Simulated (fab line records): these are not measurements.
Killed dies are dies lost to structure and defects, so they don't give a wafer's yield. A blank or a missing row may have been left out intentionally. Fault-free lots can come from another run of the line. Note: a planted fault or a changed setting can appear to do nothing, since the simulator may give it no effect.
fab line records | flow sky130
record: lots: 4 | wafers: 12 | lastDay: 48
route steps=708 shown VIA3@593 METAL4@598 CAP2M@603 PAD_OPEN@708
lots that met no fault: from a run of the same line without faults
startH: start of the lot's first displayed wafer, in hours after the record's first day | waitH: time in hours since the lot's previous step | " the same as in the row above | L1.1+2: one row covering several wafers at once | - no value, or no start given | * or withheld: withheld | < > ~ a bound
route shown NAME@n: NAME is a module with steps in the file, n the number in the route of the first one | usual: the fault-free wafers' mean and standard deviation | same: alike in all rows | chamber/n: place in a boat | sites: each site's reading | _std_site: the standard deviation of these | _edge_site: mean of outer sites minus mean of inner sites | radiusMm: for every site, how far away it sits from the centre of the wafer | mask NAME#n: copy n | behind: the most recent tool/chamber to have shaped the wafer | hold: the reason the lot was held/the length of the hold in hours/how it ended | device: the n, p or np transistor that did not switch | end of line: the route-end tests of the same wafers | a step without rows: its recipe alone | killed: dies lost to structure and defects at the first sort, not the wafer's yield | map: the dies of a wafer, with x for killed, . for not killed, _ for no die there
set.NAME: the setting the step ran with; set.NAME@STEP: the setting that earlier step ran with | model.NAME: the simulator's own value behind a step, which no gauge read
lots seen at some steps along the route; tables by step, rows by wafer
services: a tool's chamber out of use, with start hour (startH, from the record's first day; less than 0 if before it), hours out, and reason
== steps ==
step: SKY_VIA3_SPUTTER_20
recipe: material: TiN | targetThkNm: 20 | chamberPressurePa: 5 | powerW: 4000 | timeS: 80
step: SKY_VIA3_CVD_21
recipe: material: W | targetThkNm: 390 | timeS: 117.31 | tempC: 400 | pressureTorr: 40
step: SKY_VIA3_CMP_24
recipe: stopOn: SiO2 | tOverpolishS: 20 | downForcePsi: 3.5 | platenRpm: 60 | targetThkNm: 0 | padVelocityMS: 0.94248
step: SKY_METAL4_SPUTTER_00
recipe: material: Ti | targetThkNm: 15 | powerW: 3000 | timeS: 10 | chamberPressurePa: 0.4
step: SKY_METAL4_SPUTTER_01
recipe: material: TiN | targetThkNm: 20 | powerW: 6500 | timeS: 16.7 | chamberPressurePa: 0.4
step: SKY_METAL4_SPUTTER_02
recipe: material: AlCu | targetThkNm: 735 | powerW: 10600 | timeS: 39.82 | chamberPressurePa: 0.4
step: SKY_METAL4_SPUTTER_03
recipe: material: Ti | targetThkNm: 5 | powerW: 3000 | timeS: 3.3 | chamberPressurePa: 0.4
step: SKY_METAL4_SPUTTER_04
recipe: material: TiN | targetThkNm: 70 | powerW: 6500 | timeS: 58.3 | chamberPressurePa: 0.4
step: SKY_CAP2M_CVD_00
recipe: material: SiO2 | targetThkNm: 15.5 | tempC: 400 | timeS: withheld | rfW: 450
step: SKY_CAP2M_SPUTTER_02
recipe: material: TiN | targetThkNm: 200 | tempC: 300 | powerW: 6500 | timeS: 166.7 | chamberPressurePa: 0.4
usual: throttleValvePct: 30.2/1
lot.wafer | tool          | chamber | startH  | waitH | throttleValvePct | model.TiN_of_CAP2M_SPUTTER_02.thkNm
L962.1    | pvdSputter-01 | -       | 920.09  | 0.1   | 29.9             | 200.1
L962.4    | "             | -       | "       | "     | 30.2             | 196.4
L962.6    | "             | -       | "       | "     | 31.0             | 199.7
L968.1    | pvdSputter-01 | -       | 992.28  | 0.1   | 29.8             | 227.4
L968.2    | "             | -       | "       | "     | 31.1             | 227.5
L968.4    | "             | -       | "       | "     | 30.9             | 228
L971.1    | pvdSputter-01 | -       | 997.42  | 0.1   | 31.1             | 226.9
L971.5    | "             | -       | "       | "     | 31.2             | 226.2
L971.6    | "             | -       | "       | "     | 29.8             | 227.2
L976.2    | pvdSputter-03 | -       | 1020.58 | 0.0   | 28.6             | 200.8
L976.4    | "             | -       | "       | "     | 29.4             | 200.7
L976.6    | "             | -       | "       | "     | 28.9             | 201.1
step: SKY_CAP2M_RS_MEAS_03
recipe: thkMeasGauge: four-point-probe | reads: TiN_of_CAP2M_SPUTTER_02
usual: CAP2M_TIN_RS: 6.91/0.067
lot.wafer | tool         | chamber | startH  | waitH | hold                    | CAP2M_TIN_RS[ohm/sq]
L962.1    | filmMetro-03 | -       | 920.19  | 0.1   | -                       | 6.90
L962.4    | "            | -       | "       | "     | -                       | 7.03
L962.6    | "            | -       | "       | "     | -                       | 6.90
L968.1    | filmMetro-03 | -       | 992.39  | 0.1   | awaitDispo/0.2h/release | 6.06
L968.2    | "            | -       | "       | "     | awaitDispo/0.2h/release | 6.05
L968.4    | "            | -       | "       | "     | awaitDispo/0.2h/release | 6.04
L968.1    | filmMetro-03 | -       | 992.72  | 0.3   | -                       | 6.04
L968.2    | "            | -       | "       | "     | -                       | 6.03
L968.4    | "            | -       | "       | "     | -                       | 6.03
L971.1    | filmMetro-01 | -       | 997.52  | 0.1   | awaitDispo/0.2h/release | 6.07
L971.5    | "            | -       | "       | "     | awaitDispo/0.2h/release | 6.09
L971.6    | "            | -       | "       | "     | awaitDispo/0.2h/release | 6.06
L971.1    | filmMetro-01 | -       | 997.81  | 0.3   | -                       | 6.07
L971.5    | "            | -       | "       | "     | -                       | 6.10
L971.6    | "            | -       | "       | "     | -                       | 6.07
L976.2    | filmMetro-01 | -       | 1020.71 | 0.1   | -                       | 6.88
L976.4    | "            | -       | "       | "     | -                       | 6.89
L976.6    | "            | -       | "       | "     | -                       | 6.85
step: SKY_CAP2M_THK_MEAS_04
recipe: thkMeasGauge: xrf | reads: TiN_of_CAP2M_SPUTTER_02
usual: CAP2M_TIN_THK: 201.8/2.1
lot.wafer | tool         | chamber | startH  | waitH | hold                    | CAP2M_TIN_THK[nm]
L962.1    | filmMetro-03 | -       | 920.31  | 0.1   | -                       | 203.0
L962.4    | "            | -       | "       | "     | -                       | 199.2
L962.6    | "            | -       | "       | "     | -                       | 202.6
L968.1    | filmMetro-03 | -       | 995.13  | 2.4   | awaitDispo/0.2h/release | 230.3
L968.2    | "            | -       | "       | "     | awaitDispo/0.2h/release | 229.2
L968.4    | "            | -       | "       | "     | awaitDispo/0.2h/release | 230.8
L968.1    | filmMetro-03 | -       | 995.98  | 0.8   | -                       | 229.6
L968.2    | "            | -       | "       | "     | -                       | 230.2
L968.4    | "            | -       | "       | "     | -                       | 230.3
L971.1    | filmMetro-01 | -       | 1002.54 | 4.7   | awaitDispo/0.2h/release | 229.0
L971.5    | "            | -       | "       | "     | awaitDispo/0.2h/release | 228.4
L971.6    | "            | -       | "       | "     | awaitDispo/0.2h/release | 229.0
L971.1    | filmMetro-01 | -       | 1002.76 | 0.2   | -                       | 228.5
L971.5    | "            | -       | "       | "     | -                       | 228.3
L971.6    | "            | -       | "       | "     | -                       | 228.3
L976.2    | filmMetro-01 | -       | 1020.82 | 0.1   | -                       | 202.3
L976.4    | "            | -       | "       | "     | -                       | 202.6
L976.6    | "            | -       | "       | "     | -                       | 203.2
step: SKY_CAP2M_HMDS_06
recipe: primeTimeS: 60 | primeTempC: 120
step: SKY_CAP2M_COAT_07
recipe: resist: NOVOLAK | spinRpm: 3000 | resistThkNm: 1140
step: SKY_CAP2M_SOFTBAKE_08
recipe: tempC: 90 | timeS: 60 | resist: NOVOLAK
step: SKY_CAP2M_EXPOSE_09
recipe: maskId: CAP2M | na: 0.6 | sourceShape: conventional | sigmaOuter: 0.6 | polarization: unpolarized | targetCdNm: 1000 | doseMj: 159
step: SKY_CAP2M_PEB_10
recipe: tempC: withheld | timeS: * | resist: NOVOLAK
step: SKY_CAP2M_DEVELOP_11
recipe: resist: NOVOLAK | developer: TMAH | developTimeS: 60 | devTempC: 23
step: SKY_CAP2M_METAL_ETCH_13
recipe: targetDepthNm: 220 | stopOn: SiO2 | chemistry: Cl2/BCl3 | target: TiN | pressureMtorr: 10 | icpW: 900 | biasW: 48.5 | Cl2_flow_sccm: 60 | bcl3FlowSccm: 30 | timeS: 62.9
usual: biasW: 48.52/0.13 | drypumpMotorCurrentA: 5.5/0.36 | oesProductAu: 0.941/0.0072 | throttleValvePct: 21.903/0.0096
lot.wafer | tool        | chamber | startH  | waitH | biasW | drypumpMotorCurrentA | oesProductAu | rfHoursCounterH | throttleValvePct
L962.1    | rieMetal-02 | 1       | 944.62  | 0.0   | 48.36 | 5.1                  | 0.943        | 8               | 21.897
L962.4    | "           | 0       | "       | "     | 48.57 | 5.3                  | 0.930        | -               | 21.899
L962.6    | "           | 1       | "       | "     | 48.48 | 5.1                  | 0.937        | -               | 21.905
L968.1    | rieMetal-01 | 1       | 1014.62 | 0.0   | 48.65 | 6.1                  | 0.989        | 14              | 21.852
L968.2    | "           | 0       | "       | "     | 48.82 | 5.7                  | 0.994        | 4               | 21.860
L968.4    | "           | 1       | "       | "     | 48.72 | 6.1                  | 0.982        | -               | 21.879
L971.1    | rieMetal-03 | 0       | 1020.21 | 0.0   | 48.54 | 5.0                  | 0.989        | 14              | 21.870
L971.5    | "           | 1       | "       | "     | 48.42 | 5.5                  | 0.979        | -               | 21.880
L971.6    | "           | 0       | "       | "     | 48.52 | 5.1                  | 0.984        | -               | 21.861
L976.2    | rieMetal-01 | 1       | 1043.12 | 0.0   | 48.52 | 6.1                  | 0.946        | 16              | 21.895
L976.4    | "           | 1       | "       | "     | 48.48 | 6.1                  | 0.947        | -               | 21.918
L976.6    | "           | 0       | "       | "     | 48.52 | 5.6                  | 0.947        | -               | 21.882
step: SKY_CAP2M_STRIP_14
recipe: chemistry: O2/N2 | powerW: 1400 | pressureMtorr: 1500 | platenTempC: withheld | o2FlowSccm: 3000 | n2FlowSccm: 300 | overashFraction: 0.5
step: SKY_CAP2M_STRIP_15
recipe: chemistry: postEtchResidueRemover | timeS: 1200 | tempC: 72.5
step: SKY_CAP2M_CLEAN_16
recipe: chemistry: IPA | timeS: 180 | tempC: 25
step: SKY_CAP2M_CLEAN_17
recipe: chemistry: O3/DIW | dry: n2Spin
step: SKY_METAL4_DEHYDRATE_05
recipe: tempC: 200 | timeS: 60
step: SKY_METAL4_HMDS_06
recipe: primeTimeS: 60 | primeTempC: 120
step: SKY_METAL4_COAT_07
recipe: resist: BARC | tempC: withheld | timeS: withheld | spinRpm: 3034 | resistThkNm: 60
step: SKY_METAL4_COAT_08
recipe: resist: KrF-thick | spinRpm: 3000 | resistThkNm: 1140
step: SKY_METAL4_SOFTBAKE_09
recipe: tempC: 100 | timeS: 90 | resist: KrF-thick
step: SKY_METAL4_EXPOSE_10
recipe: maskId: MM4 | na: 0.68 | sourceShape: annular | sigmaInner: 0.4 | sigmaOuter: 0.8 | targetCdNm: 300 | doseMj: 28
step: SKY_METAL4_PEB_11
recipe: pebTempC: withheld | pebTimeS: withheld | resist: KrF-thick
step: SKY_METAL4_DEVELOP_12
recipe: developTimeS: 60 | resist: KrF-thick | devTempC: 21
step: SKY_METAL4_DESCUM_15
recipe: chemistry: O2 | sourcePowerW: 150 | biasPowerW: 0 | pressureMtorr: 10 | tempC: 40 | timeS: 8
step: SKY_METAL4_ETCH_16
recipe: chemistry: N2/H2 | target: BARC | ionEnergyEv: 197.7 | biasW: 100 | pressureMtorr: 30 | n2FlowSccm: 100 | h2FlowSccm: 200 | icpW: 500 | stopOn: SiO2 | timeS: 88.2 | targetDepthA: 600
step: SKY_METAL4_ETCH_17
recipe: target: SiO2 | stopOn: TiN | chemistry: C4F8/O2/Ar | sourceW: 1500 | biasW: 1200 | pressureMtorr: 40 | c4f8FlowSccm: withheld | O2_flow_sccm: 6 | Ar_flow_sccm: 300 | timeS: 3.9 | targetDepthA: 150
step: SKY_METAL4_METAL_ETCH_18
recipe: targetDepthA: 8450 | stopOn: SiO2 | overEtchFrac: 0.3 | timeS: 183.1 | chemistry: Cl2/BCl3 | resistSidewallDeg: 88 | pressureMtorr: 10 | icpW: 900 | biasW: 48.5 | Cl2_flow_sccm: 60 | bcl3FlowSccm: 30
step: SKY_METAL4_STRIP_20
recipe: chemistry: postEtchResidueRemover | timeS: 1200 | tempC: 72.5
lot.wafer | tool        | chamber | startH  | waitH | model.TiN_of_CAP2M_SPUTTER_02.thkNm
L962.1    | wetBench-04 | 3       | 968.19  | 0.1   | 199.2
L962.4    | "           | 3       | "       | "     | 195.6
L962.6    | "           | 3       | "       | "     | 198.9
L968.1    | wetBench-02 | 3       | 1038.69 | 0.1   | 226.5
L968.2    | "           | 3       | "       | "     | 226.6
L968.4    | "           | 3       | "       | "     | 227.2
L971.1    | wetBench-01 | 2       | 1044.02 | 0.1   | 226.1
L971.5    | "           | 2       | "       | "     | 225.3
L971.6    | "           | 2       | "       | "     | 226.4
L976.2    | wetBench-04 | 1       | 1066.19 | 0.1   | 199.9
L976.4    | "           | 1       | "       | "     | 199.8
L976.6    | "           | 1       | "       | "     | 200.3
step: SKY_PAD_OPEN_PROBE_99
usual: defectLimitedYield: 82.2/2 | killed_at_M0_to_M3: 43/6.4 | killed_at_M4_up: 3.2/1.8 | killedAtContacts: 25/5.8 | killedAtFrontEnd: 16/4.1 | killedAtOther: 0.2/0.47 | killedDies: 88/9.9 | killedOnRim: 17/4.1 | killedOpen: 47/7.3 | killedShort: 40/7.1
same: grossDies: 492 | killedAtBackSide: 0
lot.wafer | tool      | chamber | startH  | waitH | defectLimitedYield[%] | killed_at_M0_to_M3 | killed_at_M4_up | killedAtContacts | killedAtFrontEnd | killedAtOther | killedDies | killedOnRim | killedOpen | killedShort | model.etest.tester.sortNPass | model.etest.met4.lineOhmUm | model.etest.via4Chain.rcOhm | model.etest.met4.rsOhmSq | model.etest.tester.sortYieldPct | model.etest.tester.sort_bin_4_pct | model.etest.met4.rsOhmSqRimLessCentre | model.etest.pfet_01v8_lvt.underFloor
L962.1    | prober-01 | -       | 1067.76 | 0.1   | 83.9                  | 39                 | 3               | 28               | 9                | 0             | 79         | 20          | 44         | 35          | 413                          | 0.1372                     | 0.7844                      | 0.0419                   | 83.94                           | 0                                 | 0.0005731                             | 0
L962.4    | prober-01 | -       | 1067.91 | 0.2   | 85.0                  | 39                 | 2               | 20               | 13               | 0             | 74         | 14          | 38         | 36          | 418                          | 0.1395                     | 0.8018                      | 0.04222                  | 84.96                           | 0                                 | -0.0006883                            | 0
L962.6    | prober-01 | -       | 1068.01 | 0.2   | 82.3                  | 44                 | 2               | 25               | 15               | 1             | 87         | 20          | 43         | 44          | 405                          | 0.1343                     | 0.7743                      | 0.04151                  | 82.32                           | 0                                 | 0.0001223                             | 0
L968.1    | prober-01 | -       | 1127.18 | 0.1   | 82.7                  | 38                 | 4               | 28               | 15               | 0             | 85         | 10          | 50         | 35          | 0                            | 372.6                      | 293.4                       | 113.3                    | 0                               | 82.72                             | -3.749                                | 1
L968.2    | prober-01 | -       | 1127.23 | 0.1   | 80.5                  | 57                 | 2               | 25               | 12               | 0             | 96         | 25          | 47         | 49          | 0                            | 383.9                      | 296.1                       | 118.5                    | 0                               | 80.49                             | -6.865                                | 1
L968.4    | prober-01 | -       | 1127.33 | 0.2   | 81.9                  | 44                 | 2               | 34               | 9                | 0             | 89         | 15          | 47         | 42          | 0                            | 316                        | 244.5                       | 96.24                    | 0                               | 80.45                             | 44.34                                 | 1
L971.1    | prober-02 | -       | 1132.82 | 0.1   | 83.5                  | 39                 | 2               | 26               | 13               | 1             | 81         | 16          | 48         | 33          | 0                            | 322.8                      | 245.7                       | 98.76                    | 0                               | 83.11                             | -24.07                                | 1
L971.5    | prober-02 | -       | 1133.02 | 0.2   | 82.5                  | 43                 | 3               | 28               | 12               | 0             | 86         | 18          | 49         | 37          | 0                            | 310.8                      | 238.7                       | 94.83                    | 0                               | 82.31                             | 20.32                                 | 1
L971.6    | prober-02 | -       | 1133.07 | 0.2   | 82.7                  | 43                 | 5               | 29               | 8                | 0             | 85         | 14          | 45         | 40          | 0                            | 351.5                      | 264.8                       | 108                      | 0                               | 82.72                             | -14.4                                 | 1
L976.2    | prober-01 | -       | 1152.68 | 0.1   | 81.1                  | 47                 | 3               | 24               | 19               | 0             | 93         | 20          | 48         | 44          | 399                          | 0.1369                     | 0.797                       | 0.04109                  | 81.1                            | 0                                 | 0.0002757                             | 0
L976.4    | prober-01 | -       | 1152.78 | 0.2   | 80.5                  | 51                 | 4               | 29               | 12               | 0             | 96         | 15          | 46         | 50          | 396                          | 0.139                      | 0.779                       | 0.04197                  | 80.49                           | 0                                 | 0.0006917                             | 0
L976.6    | prober-01 | -       | 1152.88 | 0.2   | 82.3                  | 40                 | 6               | 22               | 18               | 1             | 87         | 18          | 51         | 35          | 405                          | 0.1383                     | 0.7736                      | 0.04134                  | 82.32                           | 0                                 | -0.0002102                            | 0
killed by level:class
L962.1 CONTACT:geometricParticle:open=13 VIA1:geometricParticle:open=7 LI_CONTACT:geometricParticle:open=6 METAL1:geometricParticle:short=6 VIA2:geometricParticle:open=6 FIELD_ISO:geometricParticle:short=4 CONTACT:geometricParticle:short=4 VIA1:geometricParticle:short=4
L962.4 LI_CONTACT:geometricParticle:open=7 VIA1:geometricParticle:open=7 METAL2:geometricParticle:short=6 CONTACT:geometricParticle:open=5 METAL1:geometricParticle:short=5 VIA2:geometricParticle:open=5 VIA1:geometricParticle:short=4 CONTACT:geometricParticle:short=4
L962.6 VIA1:geometricParticle:open=9 CONTACT:geometricParticle:open=8 LOCAL_INTERCONNECT:geometricParticle:short=7 VIA2:geometricParticle:open=7 CONTACT:geometricParticle:short=5 VIA3:geometricParticle:open=5 FIELD_ISO:geometricParticle:short=4 POLY_GATE:geometricParticle:short=4
L968.1 VIA1:geometricParticle:open=10 LI_CONTACT:geometricParticle:open=8 CONTACT:geometricParticle:open=8 CONTACT:geometricParticle:short=6 POLY_GATE:geometricParticle:open=5 METAL1:geometricParticle:short=4 METAL2:geometricParticle:short=4 VIA2:geometricParticle:open=4
L968.2 VIA1:geometricParticle:open=9 VIA1:geometricParticle:short=9 LI_CONTACT:geometricParticle:open=8 CONTACT:geometricParticle:open=6 VIA2:geometricParticle:open=6 VIA3:geometricParticle:open=6 VIA3:geometricParticle:short=5 LOCAL_INTERCONNECT:geometricParticle:short=5
L968.4 CONTACT:geometricParticle:open=12 VIA1:geometricParticle:open=11 LOCAL_INTERCONNECT:geometricParticle:short=9 METAL2:geometricParticle:short=8 LI_CONTACT:geometricParticle:open=7 VIA2:geometricParticle:open=6 CONTACT:geometricParticle:short=4 VIA1:geometricParticle:short=4
L971.1 CONTACT:geometricParticle:open=11 LI_CONTACT:geometricParticle:open=7 VIA1:geometricParticle:open=7 POLY_GATE:geometricParticle:open=6 METAL1:geometricParticle:short=6 VIA1:geometricParticle:short=4 VIA2:geometricParticle:open=4 FIELD_ISO:geometricParticle:short=3
L971.5 VIA1:geometricParticle:open=12 CONTACT:geometricParticle:open=11 LI_CONTACT:geometricParticle:open=9 METAL1:geometricParticle:short=8 VIA2:geometricParticle:open=8 FIELD_ISO:geometricParticle:short=6 VIA1:geometricParticle:short=6 VIA3:geometricParticle:open=5
L971.6 CONTACT:geometricParticle:open=10 VIA1:geometricParticle:open=10 METAL1:geometricParticle:short=9 CONTACT:geometricParticle:short=7 VIA3:geometricParticle:open=7 METAL2:geometricParticle:short=6 LI_CONTACT:geometricParticle:open=5 VIA2:geometricParticle:open=5
L976.2 VIA1:geometricParticle:open=9 LI_CONTACT:geometricParticle:open=9 METAL2:geometricParticle:short=9 POLY_GATE:geometricParticle:short=8 CONTACT:geometricParticle:open=7 VIA2:geometricParticle:open=7 CONTACT:geometricParticle:short=6 VIA3:geometricParticle:open=5
L976.4 VIA1:geometricParticle:open=11 VIA3:geometricParticle:open=9 VIA1:geometricParticle:short=9 CONTACT:geometricParticle:short=9 LI_CONTACT:geometricParticle:open=8 CONTACT:geometricParticle:open=8 METAL2:geometricParticle:short=7 VIA2:geometricParticle:open=5
L976.6 VIA1:geometricParticle:open=13 LI_CONTACT:geometricParticle:open=9 CONTACT:geometricParticle:open=9 FIELD_ISO:geometricParticle:short=6 VIA2:geometricParticle:open=6 POLY_GATE:geometricParticle:open=5 VIA1:geometricParticle:short=5 METAL2:geometricParticle:short=5
== services ==
tool          | chamber | startH  | hours | kind
rieMetal-02   | 0       | 905.12  | 13.0  | repair
rieMetal-03   | 1       | 909.85  | 18.4  | repair
rieMetal-02   | 1       | 915.07  | 13.8  | repair
rieMetal-02   | 0       | 944.98  | 5.0   | repair
pvdSputter-01 | 0       | 947.13  | -     | consumableReplace:kit
pvdSputter-01 | 0       | 947.13  | 18.0  | scheduledDown
pvdSputter-01 | 0       | 947.13  | 18.0  | ventCycle
wetBench-02   | -       | 947.67  | 1.9   | pm
rieMetal-03   | -       | 963.72  | 1.4   | pm
pvdSputter-01 | -       | 973.24  | 4.6   | repair
pvdSputter-03 | -       | 977.63  | 3.7   | repair
rieMetal-01   | -       | 994.84  | 14.6  | pm
wetBench-04   | -       | 1026.85 | 5.0   | repair
wetBench-01   | -       | 1027.67 | 7.6   | repair
pvdSputter-03 | 3       | 1047.86 | -     | consumableReplace:kit
pvdSputter-03 | 3       | 1047.86 | 18.0  | scheduledDown
pvdSputter-03 | 3       | 1047.86 | 18.0  | ventCycle
== key ==
firstSign: step: SKY_CAP2M_RS_MEAS_03 | reading: visit | direction: added
effect: step: SKY_CAP2M_RS_MEAS_03 | reading: CAP2M_TIN_RS | direction: down | sigmas: 13 | usual: 6.91 | struck: 6.06
effect: step: SKY_CAP2M_THK_MEAS_04 | reading: visit | direction: added
effect: step: SKY_CAP2M_THK_MEAS_04 | reading: CAP2M_TIN_THK | direction: up | sigmas: 13 | usual: 201.8 | struck: 229.5
effect: step: SKY_CAP2M_METAL_ETCH_13 | reading: oesProductAu | direction: up | sigmas: 6.3 | usual: 0.941 | struck: 0.986
modelEffect: step: SKY_CAP2M_SPUTTER_02 | value: TiN_of_CAP2M_SPUTTER_02.thkNm | without: 200.1 | struck: 227.2
modelEffect: step: SKY_METAL4_STRIP_20 | value: TiN_of_CAP2M_SPUTTER_02.thkNm | without: 199.3 | struck: 226.3
modelEffect: step: SKY_PAD_OPEN_PROBE_99 | value: etest.tester.sortNPass | without: 405 | struck: 0
metAt SKY_CAP2M_SPUTTER_02
struckWafers L968.1,L968.2,L968.4,L971.1,L971.5,L971.6
onsetBetween 920.09 992.28
fault: kind: processParameterDrift | tool: pvdSputter-01 | chamber: - | onsetH: 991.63 | steps: SKY_CAP2M_SPUTTER_02 | channel: timeS | offset: * | shape: step | endH: 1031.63 | actsIn: * | stated: *
